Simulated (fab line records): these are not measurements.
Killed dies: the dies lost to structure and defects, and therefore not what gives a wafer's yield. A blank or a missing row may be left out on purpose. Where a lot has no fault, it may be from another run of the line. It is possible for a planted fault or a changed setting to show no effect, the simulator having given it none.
Chamber matching || flow sky130 || 4 sister chambers for SKY_POLY_CUT_ETCH_10 on rie-diel-03
The step etches BARC in N2/H2, stops on SiO2, time 45.9 s, target depth 60 nm. 22 wafers are shown with their chamber, then 11 later ones without.

WAFERS, EACH WITH ITS CHAMBER
{"wafer": "L074.2", "chamber": 1, "drypump-motor-current-A (A)": 5.5, "throttle-valve-pct (%)": 13.240, "oes-product-au (a.u.)": 0.858}
{"wafer": "L074.4", "chamber": 0, "drypump-motor-current-A (A)": 5.0, "throttle-valve-pct (%)": 13.240, "oes-product-au (a.u.)": 0.854}
{"wafer": "L074.5", "chamber": 3, "drypump-motor-current-A (A)": 6.3, "throttle-valve-pct (%)": 13.218, "oes-product-au (a.u.)": 0.852}
{"wafer": "L075.2", "chamber": 3, "drypump-motor-current-A (A)": 6.3, "throttle-valve-pct (%)": 13.234, "oes-product-au (a.u.)": 0.854}
{"wafer": "L075.5", "chamber": 0, "drypump-motor-current-A (A)": 5.1, "throttle-valve-pct (%)": 13.239, "oes-product-au (a.u.)": 0.865}
{"wafer": "L075.6", "chamber": 1, "drypump-motor-current-A (A)": 5.4, "throttle-valve-pct (%)": 13.230, "oes-product-au (a.u.)": 0.857}
{"wafer": "L076.1", "chamber": 3, "drypump-motor-current-A (A)": 6.3, "throttle-valve-pct (%)": 13.225, "oes-product-au (a.u.)": 0.860}
{"wafer": "L076.4", "chamber": 0, "drypump-motor-current-A (A)": 5.1, "throttle-valve-pct (%)": 13.227, "oes-product-au (a.u.)": 0.856}
{"wafer": "L076.5", "chamber": 0, "drypump-motor-current-A (A)": 5.0, "throttle-valve-pct (%)": 13.237, "oes-product-au (a.u.)": 0.855}
{"wafer": "L079.3", "chamber": 1, "drypump-motor-current-A (A)": 5.4, "throttle-valve-pct (%)": 13.223, "oes-product-au (a.u.)": 0.853}
{"wafer": "L079.4", "chamber": 0, "drypump-motor-current-A (A)": 5.0, "throttle-valve-pct (%)": 13.226, "oes-product-au (a.u.)": 0.858}
{"wafer": "L079.5", "chamber": 3, "drypump-motor-current-A (A)": 6.3, "throttle-valve-pct (%)": 13.227, "oes-product-au (a.u.)": 0.855}
{"wafer": "L081.2", "chamber": 2, "drypump-motor-current-A (A)": 6.5, "throttle-valve-pct (%)": 13.221, "oes-product-au (a.u.)": 0.857}
{"wafer": "L081.3", "chamber": 1, "drypump-motor-current-A (A)": 5.4, "throttle-valve-pct (%)": 13.240, "oes-product-au (a.u.)": 0.856}
{"wafer": "L081.6", "chamber": 0, "drypump-motor-current-A (A)": 5.0, "throttle-valve-pct (%)": 13.226, "oes-product-au (a.u.)": 0.850}
{"wafer": "L083.1", "chamber": 2, "drypump-motor-current-A (A)": 6.6, "throttle-valve-pct (%)": 13.231, "oes-product-au (a.u.)": 0.867}
{"wafer": "L083.3", "chamber": 3, "drypump-motor-current-A (A)": 6.3, "throttle-valve-pct (%)": 13.230, "oes-product-au (a.u.)": 0.853}
{"wafer": "L083.4", "chamber": 1, "drypump-motor-current-A (A)": 5.4, "throttle-valve-pct (%)": 13.216, "oes-product-au (a.u.)": 0.868}
{"wafer": "L085.2", "chamber": 3, "drypump-motor-current-A (A)": 6.3, "throttle-valve-pct (%)": 13.227, "oes-product-au (a.u.)": 0.852}
{"wafer": "L085.3", "chamber": 2, "drypump-motor-current-A (A)": 6.5, "throttle-valve-pct (%)": 13.216, "oes-product-au (a.u.)": 0.846}
{"wafer": "L085.6", "chamber": 0, "drypump-motor-current-A (A)": 5.0, "throttle-valve-pct (%)": 13.237, "oes-product-au (a.u.)": 0.859}
{"wafer": "L086.2", "chamber": 0, "drypump-motor-current-A (A)": 5.1, "throttle-valve-pct (%)": 13.221, "oes-product-au (a.u.)": 0.857}

SIGNATURES (means of the wafers above)
{"reading": "drypump-motor-current-A", "chamber 0": 5.037, "chamber 1": 5.420, "chamber 2": 6.533, "chamber 3": 6.300, "scatter within a chamber": 0.0431}
{"reading": "throttle-valve-pct", "chamber 0": 13.23163, "chamber 1": 13.22980, "chamber 2": 13.22267, "chamber 3": 13.22683, "scatter within a chamber": 0.00776}
{"reading": "oes-product-au", "chamber 0": 0.85675, "chamber 1": 0.85840, "chamber 2": 0.85667, "chamber 3": 0.85433, "scatter within a chamber": 0.00541}
Rule: a wafer lies at a distance from a chamber equal to the root of the sum of squares, over the readings, of (its reading less the chamber's mean, divided by the reading's scatter). The wafer belongs to the nearest chamber; if the next one is less than 2 further off, it can't be placed. The scatter: take each reading less its chamber's mean, square it, sum over the shown wafers, divide by the number of wafers less the number of chambers, and take the root.

WAFERS WHOSE CHAMBER IS MISSING
{"wafer": "L086.3", "drypump-motor-current-A (A)": 5.4, "throttle-valve-pct (%)": 13.230, "oes-product-au (a.u.)": 0.850}
{"wafer": "L086.5", "drypump-motor-current-A (A)": 5.0, "throttle-valve-pct (%)": 13.217, "oes-product-au (a.u.)": 0.859}
{"wafer": "L087.2", "drypump-motor-current-A (A)": 6.6, "throttle-valve-pct (%)": 13.237, "oes-product-au (a.u.)": 0.857}
{"wafer": "L087.5", "drypump-motor-current-A (A)": 6.6, "throttle-valve-pct (%)": 13.212, "oes-product-au (a.u.)": 0.850}
{"wafer": "L087.6", "drypump-motor-current-A (A)": 5.4, "throttle-valve-pct (%)": 13.229, "oes-product-au (a.u.)": 0.858}
{"wafer": "L092.1", "drypump-motor-current-A (A)": 5.0, "throttle-valve-pct (%)": 13.217, "oes-product-au (a.u.)": 0.859}
{"wafer": "L092.5", "drypump-motor-current-A (A)": 6.3, "throttle-valve-pct (%)": 13.231, "oes-product-au (a.u.)": 0.852}
{"wafer": "L092.6", "drypump-motor-current-A (A)": 5.0, "throttle-valve-pct (%)": 13.217, "oes-product-au (a.u.)": 0.858}
{"wafer": "L094.2", "drypump-motor-current-A (A)": 6.6, "throttle-valve-pct (%)": 13.219, "oes-product-au (a.u.)": 0.853}
{"wafer": "L094.5", "drypump-motor-current-A (A)": 6.2, "throttle-valve-pct (%)": 13.226, "oes-product-au (a.u.)": 0.865}
{"wafer": "L094.6", "drypump-motor-current-A (A)": 6.5, "throttle-valve-pct (%)": 13.208, "oes-product-au (a.u.)": 0.858}

WHICH CHAMBER EACH ONE RAN IN
{"wafer": "L086.3", "from the rows above": 1, "in truth": 1}
{"wafer": "L086.5", "from the rows above": 0, "in truth": 0}
{"wafer": "L087.2", "from the rows above": 2, "in truth": 2}
{"wafer": "L087.5", "from the rows above": 2, "in truth": 2}
{"wafer": "L087.6", "from the rows above": 1, "in truth": 1}
{"wafer": "L092.1", "from the rows above": 0, "in truth": 0}
{"wafer": "L092.5", "from the rows above": 3, "in truth": 3}
{"wafer": "L092.6", "from the rows above": 0, "in truth": 0}
{"wafer": "L094.2", "from the rows above": 2, "in truth": 2}
{"wafer": "L094.5", "from the rows above": 3, "in truth": 3}
{"wafer": "L094.6", "from the rows above": 2, "in truth": 2}
Correct placement for 11 of the 11. Number that these rows cannot place: 0. Wrongly placed: 0.
